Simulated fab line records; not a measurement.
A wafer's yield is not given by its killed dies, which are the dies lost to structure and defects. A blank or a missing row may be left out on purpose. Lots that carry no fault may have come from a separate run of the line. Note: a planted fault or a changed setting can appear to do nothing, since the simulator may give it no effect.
Which tool is to blame?	flow sky130	30 wafers from 10 lots sampled at 4 of the route's 708 steps

## WHAT THE GAUGES SHOWED, per wafer
SKY_LOCAL_INTERCONNECT_RS_MEAS_01: measures by four-point-probe.
lot	measured	on	LOCAL_INTERCONNECT_TIN_RS (ohm/sq)
L271	day 30 08:56	filmMetro-04	14.16 14.13 14.07
L272	day 30 19:29	filmMetro-03	14.07 14.13 14.22
L273	day 30 23:43	filmMetro-01	14.10 14.16 14.27
L277	day 32 06:52	filmMetro-04	14.23 14.21 14.26
L279	day 33 14:07	filmMetro-03	14.06 13.98 13.97
L284	day 35 04:06	filmMetro-03	16.94 17.05 16.69
L282	day 35 06:59	filmMetro-03	17.74 17.39 17.40
L287	day 35 13:49	filmMetro-04	14.10 13.96 14.06
L290	day 36 15:04	filmMetro-01	14.26 14.26 14.39
L291	day 36 17:23	filmMetro-04	14.15 14.24 14.10

## WHICH TOOL RAN EACH LOT (tool, then ch and the chambers of the sampled wafers, then the start)
lot	SKY_LI_CONTACT_SPUTTER_19	SKY_LI_CONTACT_CMP_24	SKY_LOCAL_INTERCONNECT_SPUTTER_00
L271	pvdSputter-02, day 30 08:06	cmp-01 ch 1,2,3, day 30 08:32	pvdSputter-03, day 30 08:50
L272	pvdSputter-02, day 30 18:39	cmp-02 ch 1,2,3, day 30 19:11	pvdSputter-03, day 30 19:23
L273	pvdSputter-01, day 30 22:55	cmp-02 ch 1,2,3, day 30 23:25	pvdSputter-02, day 30 23:40
L277	pvdSputter-01, day 32 06:03	cmp-01 ch 0,2,3, day 32 06:32	pvdSputter-02, day 32 06:47
L279	pvdSputter-02, day 33 13:07	cmp-01 ch 0,1,3, day 33 13:49	pvdSputter-02, day 33 14:01
L284	pvdSputter-02, day 35 03:15	cmp-01 ch 0,1, day 35 03:44	pvdSputter-02, day 35 03:59
L282	pvdSputter-01, day 35 06:10	cmp-01 ch 0,3, day 35 06:37	pvdSputter-02, day 35 06:55
L287	pvdSputter-04, day 35 13:00	cmp-01 ch 0,3, day 35 13:29	pvdSputter-03, day 35 13:44
L290	pvdSputter-02, day 36 14:15	cmp-02 ch 0,1,3, day 36 14:42	pvdSputter-03, day 36 15:00
L291	pvdSputter-02, day 36 16:33	cmp-01 ch 1,2,3, day 36 16:59	pvdSputter-01, day 36 17:17
- SKY_LI_CONTACT_SPUTTER_19: material Ti, target thk 20 nm, time 106.37 s.
- SKY_LI_CONTACT_CMP_24: polishes, stops on PSG, t overpolish 20 s, target thk 0 nm.
- SKY_LOCAL_INTERCONNECT_SPUTTER_00: material TiN, target thk 100 nm, time 83.3 s.

## THE ANSWER, worked out from the rows above alone
Rule: the lots themselves supply what counts as usual. Put in order of their means at a reading, lots are off if they are a third of the lots or fewer, leave a main group of 4 or more, and stand apart from it by a gap of 3 or more times the standard deviation of the main group's means; of several such gaps the widest counts. The tables above print the reading to a certain number of digits; a main group whose means all agree to those digits is not used. Also off: a lot with no number at a reading for which 4 or more lots have one. All remaining lots with rows at the step are treated as sound.
Off: L284, L282, seen at SKY_LOCAL_INTERCONNECT_RS_MEAS_01 (LOCAL_INTERCONNECT_TIN_RS). For the main group the mean is 14.15 ohm/sq and the standard deviation 0.091.
A tool fits if, at a process step before that reading, it ran every lot that is off, and no sound lot after the first of them. Those tools and the gauges at SKY_LOCAL_INTERCONNECT_RS_MEAS_01 are tried in the same way. Undecided on this evidence; 2 tools fit (pvdSputter-02 at SKY_LOCAL_INTERCONNECT_SPUTTER_00, filmMetro-03 at SKY_LOCAL_INTERCONNECT_RS_MEAS_01).

## WHAT THE SIMULATOR HAD PUT IN
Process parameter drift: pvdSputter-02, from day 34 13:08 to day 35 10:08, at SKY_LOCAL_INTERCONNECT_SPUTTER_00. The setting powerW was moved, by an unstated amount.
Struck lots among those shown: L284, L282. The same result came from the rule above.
